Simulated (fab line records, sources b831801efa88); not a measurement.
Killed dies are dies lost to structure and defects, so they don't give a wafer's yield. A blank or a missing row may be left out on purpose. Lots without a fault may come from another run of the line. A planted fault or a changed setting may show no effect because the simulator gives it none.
Which tool did it? | flow sky130 | 12 lots, 35 wafers sampled, at 3 steps of a route of 708

WHAT THE GAUGES READ, wafer by wafer
SKY_LDD_N_TW_MEAS_17. Usual: LDD_N_TW 2612, standard deviation 34.
lot  | measured     | on            | LDD_N_TW       | flag
L750 | day 18 16:13 | film_metro-02 | 2592 2588 2572 |
L752 | day 19 03:44 | film_metro-04 | 2607 2609 2606 |
L751 | day 19 06:19 | film_metro-03 | 2557 2551 2544 |
L758 | day 21 09:14 | film_metro-04 | 2635 2641      |
L760 | day 22 00:01 | film_metro-04 | 2641 2649 2629 |
L765 | day 23 14:45 | film_metro-04 | 2639 2627 2623 |
L766 | day 24 00:16 | film_metro-04 | 2647 2649 2653 |
L768 | day 24 14:54 | film_metro-04 | 2643 2654 2666 |
L769 | day 25 00:57 | film_metro-04 | 2638 2635 2634 |
L770 | day 25 15:02 | film_metro-04 | 2631 2627 2623 |
L771 | day 25 18:27 | film_metro-02 | 2589 2585 2588 |
L772 | day 25 20:52 | film_metro-04 | 2639 2636 2648 |

SKY_LDD_HVP_OVL_MEAS_07. Usual: LDD_HVP_OVL -0.7 nm, standard deviation 1.5.
lot  | measured     | on         | LDD_HVP_OVL (nm) | flag
L750 | day 22 12:54 | overlay-02 | 1.0 0.3 -1.5     |
L752 | day 23 00:28 | overlay-02 | 2.1 1.5 1.8      |
L751 | day 23 02:37 | overlay-01 | 0.0 0.0 -0.2     |
L758 | day 25 05:05 | overlay-01 | 0.8 -0.8         |
L760 | day 25 18:52 | overlay-02 | 0.2 -0.9 0.5     |
L765 | day 27 09:01 | overlay-01 | -2.8 0.0 -1.7    |
L766 | day 27 17:06 | overlay-01 | -0.8 -1.6 -3.5   |
L768 | day 28 07:51 | overlay-01 | -2.9 -4.8 -1.1   |
L769 | day 28 17:12 | overlay-02 | -1.8 -0.1 1.4    |
L770 | day 29 06:09 | overlay-01 | 0.1 0.8 0.4      |
L771 | day 29 09:41 | overlay-01 | -0.8 0.1 -1.0    |
L772 | day 29 11:36 | overlay-02 | -0.3 0.0 -2.1    |

WHICH TOOL RAN EACH LOT (tool, then ch and the chambers of the sampled wafers, then the start)
lot  | SKY_POLY_GATE_ETCH_16
L750 | rie_diel-04 ch 1,3, day 17 06:17
L752 | rie_diel-01 ch 0,2,3, day 17 18:08
L751 | rie_diel-04 ch 0,3, day 17 19:21
L758 | rie_diel-01 ch 0,1, day 19 22:03
L760 | rie_diel-01 ch 0,2,3, day 20 14:44
L765 | rie_diel-01 ch 0,1,2, day 22 05:38
L766 | rie_diel-01 ch 0,1,3, day 22 14:48
L768 | rie_diel-04 ch 0,1, day 23 05:32
L769 | rie_diel-01 ch 0,1,2, day 23 14:35
L770 | rie_diel-04 ch 2,3, day 24 06:02
L771 | rie_diel-04 ch 0,1,3, day 24 09:38
L772 | rie_diel-03 ch 1,2,3, day 24 11:23
- SKY_POLY_GATE_ETCH_16: etches Si3N4 in CH3F/O2, stops on poly-Si, time 147.5 s, target depth 75 nm.

WHAT THE TOOLS THEMSELVES READ (means of the sampled wafers that have a number; where no wafer has one, the mark that the record gives instead)
SKY_POLY_GATE_ETCH_16. Usual: ch3f_flow_sccm 40.01 sccm, standard deviation 0.13; drypump_motor_current_A 5.5 A, standard deviation 0.33; oes_product_au 0.640 a.u., standard deviation 0.0049; throttle_valve_pct 10.535 %, standard deviation 0.009.
lot  | tool        | ch3f_flow_sccm (sccm) | drypump_motor_current_A (A) | oes_product_au (a.u.) | throttle_valve_pct (%) | flag
L750 | rie_diel-04 | 39.97                 | 5.2                         | 0.635                 | 10.529                 |
L752 | rie_diel-01 | 40.09                 | 5.8                         | 0.639                 | 10.536                 |
L751 | rie_diel-04 | 39.78                 | 5.4                         | 0.644                 | 10.541                 |
L758 | rie_diel-01 | 40.01                 | 5.7                         | 0.639                 | 10.533                 |
L760 | rie_diel-01 | 39.97                 | 5.8                         | 0.644                 | 10.530                 |
L765 | rie_diel-01 | 40.09                 | 5.9                         | 0.634                 | 10.533                 |
L766 | rie_diel-01 | 39.90                 | 5.6                         | 0.641                 | 10.530                 |
L768 | rie_diel-04 | 39.98                 | 5.2                         | 0.643                 | 10.541                 |
L769 | rie_diel-01 | 39.91                 | 5.9                         | 0.646                 | 10.540                 |
L770 | rie_diel-04 | 40.20                 | 5.7                         | 0.636                 | 10.536                 |
L771 | rie_diel-04 | 39.98                 | 5.3                         | 0.634                 | 10.539                 |
L772 | rie_diel-03 | 40.00                 | 5.5                         | 0.640                 | 10.533                 |

THE ANSWER, worked out from the rows above alone
Rule: a lot is off if the mean of its wafers that have a number lies more than 3 standard deviations from the usual mean. A lot without any number at a reading at which 4 lots or more have one is off too. The other lots that the step has rows for count as sound. The gauges are gone through in route order, then the tools' own readings, and for those a lot's mean is taken as printed above. The first step at which some lot is off is used, and at that step the reading that is off furthest; a lot without a number counts as furthest.
No lot is off at any reading shown: from this, nothing can be told.

WHAT THE SIMULATOR HAD PUT IN
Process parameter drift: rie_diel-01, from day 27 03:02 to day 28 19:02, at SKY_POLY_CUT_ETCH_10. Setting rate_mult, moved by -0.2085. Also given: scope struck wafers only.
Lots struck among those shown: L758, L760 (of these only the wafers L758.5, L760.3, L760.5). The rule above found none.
